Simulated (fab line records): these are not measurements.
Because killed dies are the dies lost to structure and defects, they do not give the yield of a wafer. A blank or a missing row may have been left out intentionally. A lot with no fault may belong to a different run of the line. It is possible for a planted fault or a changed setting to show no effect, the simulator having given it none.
Comparing a struck lot with a sound one :: flow sky130 :: 15 steps out of a route of 708
Sound: the wafers L472.4, L472.5, L472.6. Struck: wafer L475.1 (L475.3, L475.6, from the same lot, were not struck and are left out); the cause is given at the end.
Each step with rows lists, per side, the tool, then ch with its chambers, then its first start. Under that, the readings that differ: sound wafers :: struck wafers :: difference of the means :: sigmas: that difference in standard deviations of wafers without a fault.
alike: readings whose means differ by less than 2 such deviations, and words and numbers that are the same on both sides. not compared: withheld readings, readings that some wafer has no value for, bounds like >300 that may hide the same value, and numbers for which the record gives no deviation and whose values overlap.
A row with sigmas, a row that says differs or no value, or rows on one side alone: a step with any of these is where the two part. When numbers do not overlap yet have no deviation, they are printed without sigmas and do not part them. A reading that every wafer of one side lacks parts them only if that side has two wafers or more.

SKY_METAL1_STRIP_20: strips in O2/N2.
  sound on plasmaAsher-04 ch 0,1, day 33 21:29; struck on plasmaAsher-03 ch 1, day 35 10:52
reading: rfHoursCounterH (h)
sound: - - -
struck: 8
difference: no value on the sound wafers
sigmas: 
  alike: chamberPressureMTorr, drypumpMotorCurrentA, oesProductAu, stripTimeToEndpointS
then, 4 steps without rows for these wafers: SKY_METAL1_STRIP_21 (strips in post etch residue remover, time 1200 s); SKY_METAL1_CLEAN_22 (cleans in IPA, time 180 s); SKY_METAL1_CLEAN_23 (cleans in O3/DIW); SKY_VIA1_HDPCVD_00 (deposits SiO2, target thk 1030 nm, time 171.7 s).
SKY_VIA1_THK_MEAS_01:
  sound on filmMetro-03, day 33 22:11; struck on filmMetro-03, day 35 11:41
  alike: VIA1_HDPCVD_THK
SKY_VIA1_CMP_02: polishes SiO2.
  sound on cmp-01 ch 2,3, day 33 22:16; struck on cmp-01 ch 1, day 35 11:44
  alike: motorCurrentA, platenRpm
SKY_VIA1_BOW_MEAS_03:
  sound on filmMetro-03, day 33 22:35; struck on filmMetro-01, day 35 12:02
  alike: VIA1_BOW
then, 4 steps without rows for these wafers: SKY_VIA1_DEHYDRATE_04 (time 60 s); SKY_VIA1_HMDS_05 (prime time 60 s); SKY_VIA1_COAT_06 (resist thk 60 nm); SKY_VIA1_COAT_07 (resist thk 450 nm).
SKY_VIA1_SOFTBAKE_08: time 90 s.
  sound on lithoTrack-01 ch 0, day 34 11:00; struck on lithoTrack-02 ch 0, day 36 00:00
reading: heaterPowerTotalW (W)
sound: 57.19 57.46 57.48
struck: 63.96
difference: +6.58
sigmas: +60

reading: runLengthS (s)
sound: 119.29 119.53 119.43
struck: 94.48
difference: -24.94
sigmas: -99 or more
then, 1 step without rows for these wafers: SKY_VIA1_EXPOSE_09 (exposes mask VIM, target cd 150 nm).
-- the record jumps here: 12 days lie between the struck wafers' starts before and after (it left off in module VIA1 and takes up again in module PAD_OPEN, whose first step shown is number 708 of the route) --
SKY_PAD_OPEN_PROBE_99:
  sound on prober-01, day 46 14:49; struck on prober-02, day 47 18:32
reading: killed_at_M0_to_M3
sound: 26 24 41
struck: 47
difference: +17
sigmas: +2

reading: killedAtFrontEnd
sound: 15 21 12
struck: 6
difference: -10
sigmas: -2

reading: sort_bin_6_memory (%)
sound: 4.7 5.7 5.5
struck: 7.7
difference: +2.4
sigmas: +2
  alike: defectLimitedYield, killed_at_M4_up, killedAtContacts, killedAtOther, killedDies, killedOpen, killedShort, sort_bin_3_pad_short, sort_bin_5_function, sortNPass, sortYieldPct

WHERE THEY PART
Last at SKY_PAD_OPEN_PROBE_99 as far as this record goes, first at SKY_METAL1_STRIP_20.

WHY: what the simulator had put in
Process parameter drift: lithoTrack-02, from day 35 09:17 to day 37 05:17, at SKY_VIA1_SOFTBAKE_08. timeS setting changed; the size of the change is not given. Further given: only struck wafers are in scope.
